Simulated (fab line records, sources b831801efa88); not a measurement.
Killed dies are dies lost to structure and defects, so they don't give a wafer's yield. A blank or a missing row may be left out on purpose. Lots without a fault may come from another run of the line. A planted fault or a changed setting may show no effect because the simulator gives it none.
Which tool did it? | flow sfq_line | 13 lots, 39 wafers sampled, at 6 steps of a route of 325

WHAT THE GAUGES READ, wafer by wafer
The record holds no reading of a measuring or inspecting step that can be judged against a usual standard deviation.

WHICH TOOL RAN EACH LOT (tool, then ch and the chambers of the sampled wafers, then the start)
lot  | SFQ_TRILAYER_I0_CMP_CMP_028   | SFQ_TRILAYER_I0_METRO_MEASURE_029 | SFQ_TRILAYER_I0_VIA_BARC_OPEN_VIA_ETCH_046 | SFQ_TRILAYER_I0_VIA_ETCH_VIA_ETCH_034 | SFQ_TRILAYER_M1_BARC_OPEN_METAL_ETCH_054 | SFQ_TRILAYER_I1_DEP_PECVD_045
L357 | cmp-01 ch 1,2,3, day 7 20:47  | film_metro-04, day 7 23:55        | rie_diel-02 ch 0,1,3, day 12 09:37         | rie_diel-02 ch 0,1,3, day 12 09:40    | rie_metal-02 ch 0,1, day 17 10:03        | pecvd-01 ch 0,1,2, day 17 11:01
L358 | cmp-02 ch 1,2,3, day 8 01:46  | film_metro-04, day 8 04:53        | rie_diel-01 ch 0,1,2, day 12 16:49         | rie_diel-01 ch 0,1,2, day 12 16:52    | rie_metal-02 ch 0,1, day 17 14:51        | pecvd-02 ch 0,1,2, day 17 15:49
L359 | cmp-01 ch 2,3, day 8 12:23    | film_metro-04, day 8 15:31        | rie_diel-03 ch 0,2,3, day 13 02:25         | rie_diel-03 ch 0,2,3, day 13 02:28    | rie_metal-02 ch 0, day 18 00:27          | pecvd-01 ch 0,1, day 18 01:25
L360 | cmp-02 ch 0,3, day 8 14:20    | film_metro-03, day 8 17:27        | rie_diel-01 ch 1,2,3, day 13 03:37         | rie_diel-01 ch 1,2,3, day 13 03:40    | rie_metal-02 ch 0,1, day 18 02:51        | pecvd-03 ch 0,1, day 18 03:49
L361 | cmp-02 ch 0,2,3, day 8 21:31  | film_metro-04, day 9 00:38        | rie_diel-01 ch 1,2,3, day 13 16:32         | rie_diel-01 ch 1,2,3, day 13 16:34    | rie_metal-03 ch 0,1, day 18 13:46        | pecvd-01 ch 0,1, day 18 14:43
L362 | cmp-01 ch 1,3, day 9 02:49    | film_metro-04, day 9 05:38        | rie_diel-02 ch 0,2, day 13 18:56           | rie_diel-02 ch 0,2, day 13 18:58      | rie_metal-04 ch 0,1, day 18 19:46        | pecvd-01 ch 0,1,2, day 18 20:43
L364 | cmp-02 ch 0,1,3, day 9 23:24  | film_metro-02, day 10 02:31       | rie_diel-02 ch 0,1,3, day 14 15:11         | rie_diel-02 ch 0,1,3, day 14 15:14    | rie_metal-02 ch 0,1, day 20 00:34        | pecvd-02 ch 0,1, day 20 02:14
L365 | cmp-02 ch 0,1, day 10 07:07   | film_metro-03, day 10 10:14       | rie_diel-02 ch 0,1,3, day 15 00:47         | rie_diel-02 ch 0,1,3, day 15 00:50    | rie_metal-04 ch 0,1, day 20 15:34        | pecvd-02 ch 1,2, day 20 16:32
L366 | cmp-02 ch 0,1,2, day 10 19:02 | film_metro-03, day 10 20:39       | rie_diel-03 ch 0,1,3, day 15 19:31         | rie_diel-03 ch 0,1,3, day 15 19:33    | rie_metal-03 ch 0,1, day 21 12:05        | pecvd-02 ch 1,2, day 21 13:02
L375 | cmp-02 ch 0,1,3, day 14 07:11 | film_metro-03, day 14 09:43       | rie_diel-01 ch 1,2,3, day 17 15:55         | rie_diel-01 ch 1,2,3, day 17 15:57    | rie_metal-03 ch 0,1, day 24 03:57        | pecvd-03 ch 1,2, day 24 04:56
L376 | cmp-01 ch 1,2,3, day 14 09:12 | film_metro-02, day 14 11:31       | rie_diel-03 ch 0,1,3, day 17 17:07         | rie_diel-03 ch 0,1,3, day 17 17:09    | rie_metal-02 ch 0,1, day 24 05:08        | pecvd-02 ch 0,1, day 24 06:20
L377 | cmp-02 ch 0,1,3, day 14 16:11 | film_metro-04, day 14 18:19       | rie_diel-02 ch 1,3, day 17 18:19           | rie_diel-02 ch 1,3, day 17 18:21      | rie_metal-03 ch 0,1, day 24 07:32        | pecvd-01 ch 0,2, day 24 08:29
L379 | cmp-02 ch 0,1,2, day 19 19:25 | film_metro-02, day 19 21:32       | rie_diel-03 ch 0,1,3, day 20 02:10         | rie_diel-03 ch 0,1,3, day 20 02:12    | rie_metal-02 ch 0,1, day 26 21:56        | pecvd-03 ch 0,2, day 26 22:53
- SFQ_TRILAYER_I0_CMP_CMP_028: polishes SiO2.
- SFQ_TRILAYER_I0_METRO_MEASURE_029
- SFQ_TRILAYER_I0_VIA_BARC_OPEN_VIA_ETCH_046: etches BARC in O2, target depth 125 nm, time 41.7 s.
- SFQ_TRILAYER_I0_VIA_ETCH_VIA_ETCH_034: etches SiO2 in CHF3, stops on Nb, target depth 260 nm.
- SFQ_TRILAYER_M1_BARC_OPEN_METAL_ETCH_054: etches BARC in O2, target depth 125 nm, time 41.7 s.
- SFQ_TRILAYER_I1_DEP_PECVD_045: deposits SiO2 from SiH4/N2O, time 111.11 s, target thk 500 nm.

WHAT THE TOOLS THEMSELVES READ (means of the sampled wafers that have a number; where no wafer has one, the mark that the record gives instead)
SFQ_TRILAYER_I0_CMP_CMP_028.
lot  | tool   | motor_current_A (A) | slurry_filter_dp_kPa (kPa) | time_to_endpoint_s (s)
L357 | cmp-01 | 10.7                | 13.44                      | 206
L358 | cmp-02 | 10.0                | 13.46                      | 209
L359 | cmp-01 | 11.4                | 13.45                      | 229
L360 | cmp-02 | 10.2                | 13.57                      | 222
L361 | cmp-02 | 10.1                | 13.55                      | 219
L362 | cmp-01 | 10.2                | 13.58                      | 218
L364 | cmp-02 | 10.2                | 13.48                      | 213
L365 | cmp-02 | 9.8                 | 13.52                      | 222
L366 | cmp-02 | 9.2                 | 13.40                      | 216
L375 | cmp-02 | 10.3                | 13.47                      | 217
L376 | cmp-01 | 10.5                | 13.60                      | 222
L377 | cmp-02 | 10.3                | 13.51                      | 214
L379 | cmp-02 | 9.4                 | 13.57                      | 216

SFQ_TRILAYER_I0_METRO_MEASURE_029.
lot  | tool          | thk_nm (nm)
L357 | film_metro-04 | 200.1
L358 | film_metro-04 | 198.3
L359 | film_metro-04 | 199.5
L360 | film_metro-03 | 199.8
L361 | film_metro-04 | 199.5
L362 | film_metro-04 | 199.1
L364 | film_metro-02 | 200.3
L365 | film_metro-03 | 201.6
L366 | film_metro-03 | 206.6
L375 | film_metro-03 | 199.8
L376 | film_metro-02 | 200.5
L377 | film_metro-04 | 199.6
L379 | film_metro-02 | 199.9

SFQ_TRILAYER_I0_VIA_BARC_OPEN_VIA_ETCH_046.
lot  | tool        | drypump_motor_current_A (A) | oes_product_au (a.u.)
L357 | rie_diel-02 | 5.6                         | 0.688
L358 | rie_diel-01 | 6.1                         | 0.687
L359 | rie_diel-03 | 5.9                         | 0.678
L360 | rie_diel-01 | 6.0                         | 0.686
L361 | rie_diel-01 | 6.0                         | 0.687
L362 | rie_diel-02 | 5.5                         | 0.685
L364 | rie_diel-02 | 5.6                         | 0.683
L365 | rie_diel-02 | 5.6                         | 0.686
L366 | rie_diel-03 | 6.1                         | 0.688
L375 | rie_diel-01 | 6.0                         | 0.684
L376 | rie_diel-03 | 6.1                         | 0.686
L377 | rie_diel-02 | 5.9                         | 0.688
L379 | rie_diel-03 | 6.1                         | 0.683

SFQ_TRILAYER_I0_VIA_ETCH_VIA_ETCH_034.
lot  | tool        | drypump_motor_current_A (A) | oes_product_au (a.u.)
L357 | rie_diel-02 | 5.6                         | 0.859
L358 | rie_diel-01 | 6.1                         | 0.851
L359 | rie_diel-03 | 5.9                         | 0.849
L360 | rie_diel-01 | 6.0                         | 0.854
L361 | rie_diel-01 | 6.0                         | 0.849
L362 | rie_diel-02 | 5.5                         | 0.853
L364 | rie_diel-02 | 5.6                         | 0.859
L365 | rie_diel-02 | 5.6                         | 0.858
L366 | rie_diel-03 | 6.1                         | 0.869
L375 | rie_diel-01 | 6.0                         | 0.852
L376 | rie_diel-03 | 6.1                         | 0.851
L377 | rie_diel-02 | 5.9                         | 0.854
L379 | rie_diel-03 | 6.1                         | 0.850

SFQ_TRILAYER_M1_BARC_OPEN_METAL_ETCH_054.
lot  | tool         | drypump_motor_current_A (A) | oes_product_au (a.u.)
L357 | rie_metal-02 | 5.4                         | 0.684
L358 | rie_metal-02 | 5.2                         | 0.688
L359 | rie_metal-02 | 5.7                         | 0.686
L360 | rie_metal-02 | 5.4                         | 0.686
L361 | rie_metal-03 | 5.8                         | 0.683
L362 | rie_metal-04 | 5.2                         | 0.685
L364 | rie_metal-02 | 5.1                         | 0.680
L365 | rie_metal-04 | 5.1                         | 0.680
L366 | rie_metal-03 | 5.4                         | 0.683
L375 | rie_metal-03 | 5.4                         | 0.687
L376 | rie_metal-02 | 5.1                         | 0.686
L377 | rie_metal-03 | 5.4                         | 0.687
L379 | rie_metal-02 | 5.4                         | 0.680

SFQ_TRILAYER_I1_DEP_PECVD_045.
lot  | tool     | heater_power_w (W) | throttle_valve_pct (%)
L357 | pecvd-01 | 63                 | 23.6
L358 | pecvd-02 | 84                 | 24.4
L359 | pecvd-01 | 57                 | 24.3
L360 | pecvd-03 | 89                 | 24.9
L361 | pecvd-01 | 59                 | 24.3
L362 | pecvd-01 | 65                 | 23.9
L364 | pecvd-02 | 88                 | 24.4
L365 | pecvd-02 | 74                 | 24.2
L366 | pecvd-02 | 76                 | 24.0
L375 | pecvd-03 | 94                 | 24.9
L376 | pecvd-02 | 83                 | 24.2
L377 | pecvd-01 | 70                 | 23.4
L379 | pecvd-03 | 107                | 25.1

THE ANSWER, worked out from the rows above alone
Rule: what is usual is taken from the lots themselves. Put in order of their means at a reading, lots are off if they are a third of the lots or fewer, leave a main group of 4 or more, and stand apart from it by a gap of 3 or more times the standard deviation of the main group's means; of several such gaps the widest counts. A main group whose means are all the same, to the digits that the tables above print for the reading, isn't used. A lot without any number at a reading at which 4 lots or more have one is off too. The other lots that the step has rows for count as sound. The gauges are gone through in route order, then the tools' own readings, and for those a lot's mean is taken as printed above. The first step at which some lot is off is used, and at that step the reading that is off furthest; a lot without a number counts as furthest.
Off: L366, at SFQ_TRILAYER_I0_METRO_MEASURE_029 (thk_nm). The main group: mean 199.8 nm, standard deviation 0.77.
A tool fits if, at that step or a process step before it, it ran every lot that is off, and no sound lot after the first of them. None of those tried fits.

WHAT THE SIMULATOR HAD PUT IN
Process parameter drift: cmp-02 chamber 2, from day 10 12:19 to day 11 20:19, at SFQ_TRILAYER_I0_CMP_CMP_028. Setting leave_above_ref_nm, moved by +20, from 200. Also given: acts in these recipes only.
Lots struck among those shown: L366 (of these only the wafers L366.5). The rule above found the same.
